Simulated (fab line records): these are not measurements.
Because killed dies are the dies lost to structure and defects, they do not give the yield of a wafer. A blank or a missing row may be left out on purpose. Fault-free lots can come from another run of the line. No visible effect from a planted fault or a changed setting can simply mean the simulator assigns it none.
fab line records	flow sky130
record lots=6	wafers=18	last_day=50
route steps=708 shown METAL2@495 VIA2@507 PAD_OPEN@708
lots untouched by any fault: they come from a run of this same line in which no faults occurred
start_h: hours from the record's first day to the start of the lot's first wafer shown	wait_h: hours from the lot's prior step to this one	" repeats the value in the row above	L1.1+2: a row that stands for several wafers	- no value, or no start was given	* or withheld: withheld	< > ~ a bound
route shown NAME@n: names a module that has steps shown in the file, with the first one's number in the route	usual: the fault-free wafers' mean and standard deviation	same: alike in all rows	chamber/n: place in a boat	sites: readings site by site	_std_site: their standard deviation	_edge_site: the outer-site mean with the inner-site mean subtracted	radius_mm: for every site, how far away it sits from the centre of the wafer	mask NAME#n: copy n	behind: tool/chamber where the wafer was last shaped	hold: cause of the lot's hold/its duration in hours/its outcome	device: whichever transistor did not switch (one of n, p or np)	end of line: the route-end tests of the same wafers	where a step has no rows: the recipe by itself	killed: dies lost to structure and defects at the first sort, not the wafer's yield	map: a wafer's dies, marking killed ones x, the rest . and places with no die _
set.NAME: the setting the step ran with; set.NAME@STEP: the setting that earlier step ran with	model.NAME: the simulator's own value behind a step, which no gauge read
lots at some steps of the route; a table a step, a row a wafer
services: when a tool's chamber went out of use (start_h, in hours from the record's first day, below 0 if earlier), for how many hours, and the reason
## steps
# step SKY_METAL2_EXPOSE_12
# recipe mask_id=MM2	na=0.8	source_shape=annular	sigma_inner=0.55	sigma_outer=0.85	target_cd_nm=140	dose_mj=28
# step SKY_METAL2_PEB_13
# recipe peb_temp_c=withheld	peb_time_s=withheld	resist=KrF-thick
# step SKY_METAL2_DEVELOP_14
# recipe develop_time_s=60	resist=KrF-thick	dev_temp_c=21
# step SKY_METAL2_CD_MEAS_15
# recipe target_cd_nm=140
# usual cd_nm=140.3/1.4
lot.wafer	tool	chamber	start_h	wait_h	cd_nm
L345.1	cd_sem-02	-	864.27	-	142.7
L345.4	"	-	"	"	142.0
L345.5	"	-	"	"	141.7
L350.2	cd_sem-01	-	918.24	-	140.3
L350.4	"	-	"	"	141.3
L350.5	"	-	"	"	140.3
L351.1	cd_sem-02	-	921.02	-	140.6
L351.3	"	-	"	"	140.5
L351.5	"	-	"	"	141.9
L353.2	cd_sem-01	-	924.49	-	142.3
L353.4	"	-	"	"	141.2
L353.5	"	-	"	"	140.4
L358.2	cd_sem-01	-	959.54	-	140.1
L358.4	"	-	"	"	139.0
L358.6	"	-	"	"	140.8
L359.3	cd_sem-01	-	963.46	-	139.0
L359.4	"	-	"	"	139.5
L359.5	"	-	"	"	140.4
# step SKY_METAL2_OVL_MEAS_16
# usual METAL2_OVL=1/5.2
lot.wafer	tool	chamber	start_h	wait_h	METAL2_OVL[nm]
L345.1	overlay-02	-	864.39	0.1	1
L345.4	"	-	"	"	4
L345.5	"	-	"	"	1
L350.2	overlay-02	-	918.35	0.1	-10
L350.4	"	-	"	"	-3
L350.5	"	-	"	"	-3
L351.1	overlay-01	-	921.14	0.1	3
L351.3	"	-	"	"	8
L351.5	"	-	"	"	1
L353.2	overlay-02	-	924.60	0.1	9
L353.4	"	-	"	"	7
L353.5	"	-	"	"	-3
L358.2	overlay-02	-	959.65	0.1	3
L358.4	"	-	"	"	11
L358.6	"	-	"	"	2
L359.3	overlay-02	-	963.55	0.1	5
L359.4	"	-	"	"	7
L359.5	"	-	"	"	7
# step SKY_METAL2_DESCUM_17
# recipe chemistry=O2	source_power_w=150	bias_power_w=0	pressure_mtorr=10	temp_c=40	time_s=8
# usual drypump_motor_current_A=6.01/0.23	oes_product_au=0.992/0.017
# same time_s=8
lot.wafer	tool	chamber	start_h	wait_h	drypump_motor_current_A	oes_product_au	rf_hours_counter_h
L345.1	rie_metal-01	1	864.43	0.0	6.38	1.010	3
L345.4	"	0	"	"	6.17	0.993	-
L345.5	"	1	"	"	6.39	1.008	-
L350.2	rie_metal-03	0	918.38	0.0	6.00	0.975	0
L350.4	"	1	"	"	5.69	1.024	-
L350.5	"	1	"	"	5.70	1.025	-
L351.1	rie_metal-02	0	921.18	0.0	6.10	0.997	6
L351.3	"	0	"	"	6.10	0.987	-
L351.5	"	0	"	"	6.03	0.992	-
L353.2	rie_metal-01	1	924.63	0.0	6.38	1.018	6
L353.4	"	1	"	"	6.40	1.019	-
L353.5	"	0	"	"	6.14	0.976	-
L358.2	rie_metal-03	1	959.68	0.0	5.69	1.007	20
L358.4	"	1	"	"	5.70	1.011	-
L358.6	"	0	"	"	6.03	0.966	-
L359.3	rie_metal-03	0	963.60	0.0	6.03	0.971	-
L359.4	"	0	"	"	6.01	0.980	-
L359.5	"	0	"	"	6.01	0.976	-
# step SKY_METAL2_ETCH_18
# recipe chemistry=N2/H2	target=BARC	ion_energy_ev=200	bias_w=100	pressure_mtorr=30	n2_flow_sccm=100	h2_flow_sccm=200	icp_w=500	stop_on=SiO2	time_s=45.9	target_depth_a=600
# usual drypump_motor_current_A=6.02/0.22	oes_product_au=0.855/0.0045	throttle_valve_pct=13.225/0.009
# same time_s=45.9
lot.wafer	tool	chamber	start_h	wait_h	drypump_motor_current_A	oes_product_au	rf_hours_counter_h	throttle_valve_pct
L345.1	rie_metal-01	1	864.46	0.0	6.44	0.865	3	13.212
L345.4	"	0	"	"	6.18	0.851	-	13.212
L345.5	"	1	"	"	6.43	0.851	-	13.228
L350.2	rie_metal-03	0	918.41	0.0	6.02	0.852	0	13.234
L350.4	"	1	"	"	5.71	0.860	-	13.222
L350.5	"	1	"	"	5.69	0.856	-	13.213
L351.1	rie_metal-02	0	921.24	0.1	6.07	0.855	6	13.214
L351.3	"	0	"	"	6.08	0.858	-	13.221
L351.5	"	0	"	"	6.05	0.865	-	13.230
L353.2	rie_metal-01	1	924.66	0.0	6.40	0.856	6	13.239
L353.4	"	1	"	"	6.36	0.860	-	13.243
L353.5	"	0	"	"	6.15	0.860	-	13.221
L358.2	rie_metal-03	1	959.71	0.0	5.70	0.856	20	13.232
L358.4	"	1	"	"	5.70	0.848	-	13.235
L358.6	"	0	"	"	6.03	0.854	-	13.235
L359.3	rie_metal-03	0	963.68	0.1	6.02	0.854	-	13.241
L359.4	"	0	"	"	6.05	0.855	-	13.234
L359.5	"	0	"	"	6.05	0.862	-	13.237
# step SKY_METAL2_METAL_ETCH_19
# recipe target_depth_a=3600	stop_on=SiO2	over_etch_frac=0.3	time_s=78	chemistry=Cl2/BCl3	resist_sidewall_deg=88	pressure_mtorr=10	icp_w=900	bias_w=48.5	Cl2_flow_sccm=60	bcl3_flow_sccm=30
# usual drypump_motor_current_A=6.01/0.23	oes_product_au=0.852/0.0069	throttle_valve_pct=22.265/0.009
# same time_s=78
lot.wafer	tool	chamber	start_h	wait_h	drypump_motor_current_A	oes_product_au	rf_hours_counter_h	throttle_valve_pct
L345.1	rie_metal-01	1	864.52	0.0	6.39	0.853	3	22.273
L345.4	"	0	"	"	6.15	0.844	-	22.262
L345.5	"	1	"	"	6.38	0.850	-	22.268
L350.2	rie_metal-03	0	918.47	0.0	6.01	0.871	0	22.262
L350.4	"	1	"	"	5.68	0.854	-	22.269
L350.5	"	1	"	"	5.68	0.861	-	22.257
L351.1	rie_metal-02	0	921.37	0.1	6.05	0.851	6	22.263
L351.3	"	0	"	"	6.06	0.858	-	22.256
L351.5	"	0	"	"	6.04	0.849	-	22.270
L353.2	rie_metal-01	1	924.72	0.0	6.35	0.847	6	22.270
L353.4	"	1	"	"	6.40	0.849	-	22.272
L353.5	"	0	"	"	6.16	0.854	-	22.283
L358.2	rie_metal-03	1	959.77	0.0	5.69	0.852	20	22.265
L358.4	"	1	"	"	5.68	0.849	-	22.247
L358.6	"	0	"	"	6.00	0.852	-	22.257
L359.3	rie_metal-03	0	963.83	0.1	6.01	0.861	-	22.265
L359.4	"	0	"	"	6.00	0.865	-	22.267
L359.5	"	0	"	"	6.02	0.853	-	22.276
# step SKY_METAL2_STRIP_20
# recipe chemistry=O2/N2	power_w=1400	pressure_mtorr=1500	platen_temp_c=withheld	o2_flow_sccm=3000	n2_flow_sccm=300	overash_fraction=0.5
# usual drypump_motor_current_A=5.8/0.37	oes_product_au=0.345/0.0055	strip_time_to_endpoint_s=2.74/0.084
# same overash_fraction=0.5
lot.wafer	tool	chamber	start_h	wait_h	drypump_motor_current_A	oes_product_au	rf_hours_counter_h	strip_time_to_endpoint_s
L345.1	plasma_asher-03	0	864.61	0.1	6.0	0.344	44	2.63
L345.4	"	0	"	"	6.0	0.341	-	2.77
L345.5	"	0	"	"	6.0	0.341	-	2.65
L350.2	plasma_asher-01	0	918.56	0.1	6.0	0.353	77	2.79
L350.4	"	1	"	"	5.5	0.341	-	2.64
L350.5	"	0	"	"	6.0	0.342	-	2.59
L351.1	plasma_asher-02	0	921.57	0.2	5.1	0.350	17	2.74
L351.3	"	1	"	"	6.2	0.347	-	2.73
L351.5	"	1	"	"	6.2	0.350	-	2.77
L353.2	plasma_asher-03	1	924.81	0.1	5.8	0.340	49	2.64
L353.4	"	1	"	"	5.8	0.340	-	2.58
L353.5	"	1	"	"	5.8	0.342	-	2.81
L358.2	plasma_asher-03	1	959.86	0.1	5.9	0.346	53	2.65
L358.4	"	0	"	"	6.1	0.335	-	2.59
L358.6	"	1	"	"	5.9	0.350	-	2.81
L359.3	plasma_asher-02	1	963.98	0.1	6.2	0.349	-	2.86
L359.4	"	0	"	"	5.1	0.349	-	2.86
L359.5	"	0	"	"	5.1	0.350	-	2.86
# step SKY_METAL2_STRIP_21
# recipe chemistry=post_etch_residue_remover	time_s=1200	temp_c=72.5
# step SKY_METAL2_CLEAN_22
# recipe chemistry=IPA	time_s=180	temp_c=25
# step SKY_METAL2_CLEAN_23
# recipe chemistry=O3/DIW	dry=n2_spin
# step SKY_VIA2_HDPCVD_00
# recipe material=SiO2	target_thk_nm=1180	sigma_open_frac=0.3	time_s=196.7	temp_c=400	sih4_flow_sccm=60	pressure_mtorr=6
# usual pressure_mtorr=5.999/0.012	sih4_flow_sccm=60.02/0.18
# same time_s=196.7
lot.wafer	tool	chamber	start_h	wait_h	pressure_mtorr	sih4_flow_sccm	model.SiO2_of_VIA2_HDPCVD_00.thk_nm
L345.1	hdpcvd-01	1	865.21	0.0	5.983	59.88	1160
L345.4	"	0	"	"	5.999	60.05	1186
L345.5	"	1	"	"	6.007	59.79	1152
L350.2	hdpcvd-01	1	919.24	0.0	6.002	60.23	1162
L350.4	"	2	"	"	6.001	60.06	1202
L350.5	"	0	"	"	5.989	59.87	1181
L351.1	hdpcvd-01	2	922.26	0.0	6.000	59.80	1205
L351.3	"	1	"	"	6.001	60.27	1166
L351.5	"	1	"	"	5.989	60.19	1179
L353.2	hdpcvd-02	0	925.45	0.0	6.007	59.98	1169
L353.4	"	1	"	"	6.013	60.04	1200
L353.5	"	2	"	"	6.015	60.01	1185
L358.2	hdpcvd-02	0	960.46	0.0	5.983	48.14	960.8
L358.4	"	2	"	"	5.994	48.17	959.1
L358.6	"	1	"	"	6.000	47.85	966.6
L359.3	hdpcvd-02	1	964.58	0.0	5.997	48.03	967.5
L359.4	"	0	"	"	5.994	48.19	932.4
L359.5	"	1	"	"	6.005	47.86	951.1
# step SKY_VIA2_THK_MEAS_01
# recipe reads=SiO2_of_VIA2_HDPCVD_00
# usual VIA2_HDPCVD_THK=1180/18
lot.wafer	tool	chamber	start_h	wait_h	hold	VIA2_HDPCVD_THK[nm]
L345.1	film_metro-02	-	865.34	0.1	-	1160
L345.4	"	-	"	"	-	1186
L345.5	"	-	"	"	-	1152
L350.2	film_metro-04	-	919.38	0.1	-	1162
L350.4	"	-	"	"	-	1201
L350.5	"	-	"	"	-	1180
L351.1	film_metro-04	-	922.38	0.1	-	1205
L351.3	"	-	"	"	-	1166
L351.5	"	-	"	"	-	1178
L353.2	film_metro-01	-	925.59	0.1	-	1169
L353.4	"	-	"	"	-	1199
L353.5	"	-	"	"	-	1184
L358.2	film_metro-01	-	960.60	0.1	await_dispo/0.2h/release	961
L358.4	"	-	"	"	await_dispo/0.2h/release	960
L358.6	"	-	"	"	await_dispo/0.2h/release	966
L358.2	film_metro-01	-	960.82	0.2	-	961
L358.4	"	-	"	"	-	959
L358.6	"	-	"	"	-	967
L359.3	film_metro-04	-	964.72	0.1	await_dispo/0.2h/release	967
L359.4	"	-	"	"	await_dispo/0.2h/release	932
L359.5	"	-	"	"	await_dispo/0.2h/release	951
L359.3	film_metro-04	-	964.95	0.2	-	967
L359.4	"	-	"	"	-	933
L359.5	"	-	"	"	-	952
# step SKY_VIA2_CMP_02
# recipe material=SiO2	down_force_psi=4	platen_rpm=60	pad_velocity_m_s=0.94248
# usual motor_current_A=11.9/1
lot.wafer	tool	chamber	start_h	wait_h	hold	motor_current_A
L345.1	cmp-01	3	865.58	0.2	-	11.4
L345.4	"	1	"	"	-	10.9
L345.5	"	3	"	"	-	11.2
L350.4	cmp-02	3	919.46	0.1	-	10.8
L350.2	"	2	"	"	-	11.7
L350.5	"	3	"	"	-	11.7
L351.3	cmp-02	1	922.78	0.4	-	13.2
L351.1	"	2	"	"	-	11.8
L351.5	"	0	"	"	-	9.9
L353.2	cmp-02	0	925.70	0.1	-	10.3
L353.4	"	2	"	"	-	11.5
L353.5	"	0	"	"	-	10.5
L358.2	cmp-01	1	963.54	2.7	await_dispo/2.7h/release	10.9
L358.4	"	3	"	"	await_dispo/2.7h/release	11.7
L358.6	"	2	"	"	await_dispo/2.7h/release	12.7
L359.4	cmp-01	0	967.46	2.5	await_dispo/2.5h/release	13.2
L359.3	"	2	"	"	await_dispo/2.5h/release	13.4
L359.5	"	0	"	"	await_dispo/2.5h/release	14.0
# step SKY_PAD_OPEN_PROBE_99
# usual defect_limited_yield=82.0/1.9	killed_at_M0_to_M3=46/6.7	killed_at_M4_up=3.3/2	killed_at_contacts=24/5.4	killed_at_front_end=15/4.3	killed_at_other=0.4/0.64	killed_dies=89/9.1	killed_open=48/7.2	killed_short=40/6.3
# same gross_dies=492	killed_at_back_side=0
lot.wafer	tool	chamber	start_h	wait_h	defect_limited_yield[%]	killed_at_M0_to_M3	killed_at_M4_up	killed_at_contacts	killed_at_front_end	killed_at_other	killed_dies	killed_open	killed_short
L345.1	prober-02	-	1113.09	0.1	79.1	59	3	28	12	1	103	60	43
L345.4	prober-02	-	1113.24	0.2	80.9	39	3	33	19	0	94	56	38
L345.5	prober-02	-	1113.29	0.2	82.7	46	5	26	7	1	85	45	40
L353.2	prober-02	-	1162.71	0.1	79.5	56	2	32	11	0	101	54	47
L353.4	prober-02	-	1162.81	0.2	79.9	56	4	30	9	0	99	55	44
L353.5	prober-02	-	1162.86	0.2	81.1	48	4	32	9	0	93	49	44
L358.2	prober-02	-	1184.29	0.1	79.3	53	2	25	22	0	102	56	46
L358.4	prober-02	-	1184.39	0.2	80.5	60	4	22	10	0	96	56	40
L358.6	prober-02	-	1184.49	0.2	80.7	58	2	24	10	1	95	58	36
L359.3	prober-01	-	1188.89	0.2	83.9	43	0	25	11	0	79	45	34
L359.4	prober-01	-	1188.94	0.2	80.7	51	4	24	16	0	95	43	52
L359.5	prober-01	-	1188.99	0.2	81.9	47	4	22	16	0	89	51	37
# killed by level:class
L345.1 VIA1:geometric_particle:open=17 VIA3:geometric_particle:open=11 LI_CONTACT:geometric_particle:open=10 CONTACT:geometric_particle:open=7 VIA1:geometric_particle:short=7 LOCAL_INTERCONNECT:geometric_particle:short=6 METAL2:geometric_particle:short=5 METAL1:geometric_particle:short=4
L345.4 LI_CONTACT:geometric_particle:open=11 VIA1:geometric_particle:open=10 CONTACT:geometric_particle:open=9 VIA3:geometric_particle:open=8 FIELD_ISO:geometric_particle:open=7 FIELD_ISO:geometric_particle:short=5 LOCAL_INTERCONNECT:geometric_particle:short=5 VIA1:geometric_particle:short=5
L345.5 CONTACT:geometric_particle:open=11 VIA1:geometric_particle:open=10 VIA3:geometric_particle:open=9 VIA1:geometric_particle:short=7 LI_CONTACT:geometric_particle:open=6 METAL1:geometric_particle:short=5 METAL2:geometric_particle:short=5 LOCAL_INTERCONNECT:geometric_particle:short=4
L353.2 CONTACT:geometric_particle:open=12 VIA2:geometric_particle:open=9 VIA1:geometric_particle:open=9 LI_CONTACT:geometric_particle:open=7 CONTACT:geometric_particle:short=7 VIA3:geometric_particle:open=7 METAL1:geometric_particle:short=6 METAL2:geometric_particle:short=5
L353.4 VIA1:geometric_particle:open=15 CONTACT:geometric_particle:open=10 LI_CONTACT:geometric_particle:open=9 VIA3:geometric_particle:open=8 METAL2:geometric_particle:short=7 FIELD_ISO:geometric_particle:open=5 VIA2:geometric_particle:open=5 METAL1:geometric_particle:short=5
L353.5 CONTACT:geometric_particle:open=15 VIA3:geometric_particle:open=9 VIA1:geometric_particle:short=9 VIA1:geometric_particle:open=9 FIELD_ISO:geometric_particle:short=6 CONTACT:geometric_particle:short=6 LI_CONTACT:geometric_particle:open=6 METAL2:geometric_particle:short=6
L358.2 VIA1:geometric_particle:open=10 FIELD_ISO:geometric_particle:open=9 VIA2:geometric_particle:open=9 METAL1:geometric_particle:short=9 LI_CONTACT:geometric_particle:open=7 VIA1:geometric_particle:short=7 LI_CONTACT:geometric_particle:short=6 POLY_GATE:geometric_particle:open=5
L358.4 VIA1:geometric_particle:open=16 CONTACT:geometric_particle:open=10 VIA2:geometric_particle:open=10 CONTACT:geometric_particle:short=7 VIA3:geometric_particle:open=7 METAL1:geometric_particle:short=7 LI_CONTACT:geometric_particle:open=5 METAL2:geometric_particle:short=5
L358.6 VIA2:geometric_particle:open=11 VIA1:geometric_particle:open=10 METAL1:geometric_particle:short=8 LI_CONTACT:geometric_particle:open=7 CONTACT:geometric_particle:open=6 VIA3:geometric_particle:open=5 POLY_GATE:geometric_particle:short=4 LOCAL_INTERCONNECT:geometric_particle:open=4
L359.3 VIA1:geometric_particle:open=12 LI_CONTACT:geometric_particle:open=9 CONTACT:geometric_particle:open=7 VIA1:geometric_particle:short=7 VIA3:geometric_particle:open=7 METAL1:geometric_particle:short=5 FIELD_ISO:geometric_particle:short=4 VIA2:geometric_particle:short=4
L359.4 VIA1:geometric_particle:open=12 CONTACT:geometric_particle:open=9 VIA2:geometric_particle:short=7 FIELD_ISO:geometric_particle:short=6 LOCAL_INTERCONNECT:geometric_particle:short=6 METAL2:geometric_particle:short=6 VIA2:geometric_particle:open=6 VIA1:geometric_particle:short=6
L359.5 VIA1:geometric_particle:open=12 VIA2:geometric_particle:open=9 CONTACT:geometric_particle:open=8 LOCAL_INTERCONNECT:geometric_particle:short=6 METAL2:geometric_particle:short=5 LI_CONTACT:geometric_particle:open=4 VIA1:geometric_particle:short=4 METAL3:geometric_particle:short=4
## services
tool	chamber	start_h	hours	kind
hdpcvd-01	-	840.51	6.0	pm
hdpcvd-02	0	849.66	23.0	repair
plasma_asher-03	-	869.06	0.9	repair
cmp-01	-	881.40	0.9	repair
cmp-02	-	882.49	1.5	repair
rie_metal-03	0	885.76	-	clean
rie_metal-03	0	885.76	22.9	scheduled_down
rie_metal-03	0	885.76	22.9	vent_cycle
cmp-01	-	899.94	4.1	pm
plasma_asher-03	-	900.15	2.8	pm
cmp-02	-	904.19	5.7	pm
plasma_asher-02	-	913.74	4.6	repair
cmp-01	-	919.72	4.0	pm
plasma_asher-03	-	920.68	1.0	repair
hdpcvd-02	-	922.62	1.3	repair
plasma_asher-01	-	931.62	1.1	repair
cmp-01	-	941.70	0.7	repair
hdpcvd-02	2	949.02	4.4	repair
hdpcvd-01	-	950.25	15.0	pm
cmp-01	-	952.95	6.3	pm
rie_metal-03	1	961.53	-	clean
rie_metal-03	1	961.53	27.6	scheduled_down
rie_metal-03	1	961.53	27.6	vent_cycle
hdpcvd-02	-	965.25	6.0	pm
## key
first_sign step=SKY_VIA2_HDPCVD_00	reading=sih4_flow_sccm	direction=down	sigmas=68	usual=60.02	struck=48.04
effect step=SKY_VIA2_THK_MEAS_01	reading=visit	direction=added
effect step=SKY_VIA2_THK_MEAS_01	reading=VIA2_HDPCVD_THK	direction=down	sigmas=13	usual=1180	struck=956
model_effect step=SKY_VIA2_HDPCVD_00	value=SiO2_of_VIA2_HDPCVD_00.thk_nm	without=1192	struck=956.2
met_at SKY_VIA2_HDPCVD_00
struck_wafers L358.2,L358.4,L358.6,L359.3,L359.4,L359.5
onset_between 925.45 960.46
fault kind=process_parameter_drift	tool=hdpcvd-02	chamber=-	onset_h=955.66	steps=SKY_VIA2_HDPCVD_00	channel=sih4_flow_sccm	offset=-12	shape=step	end_h=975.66	acts_in=these_recipes_only	stated=60
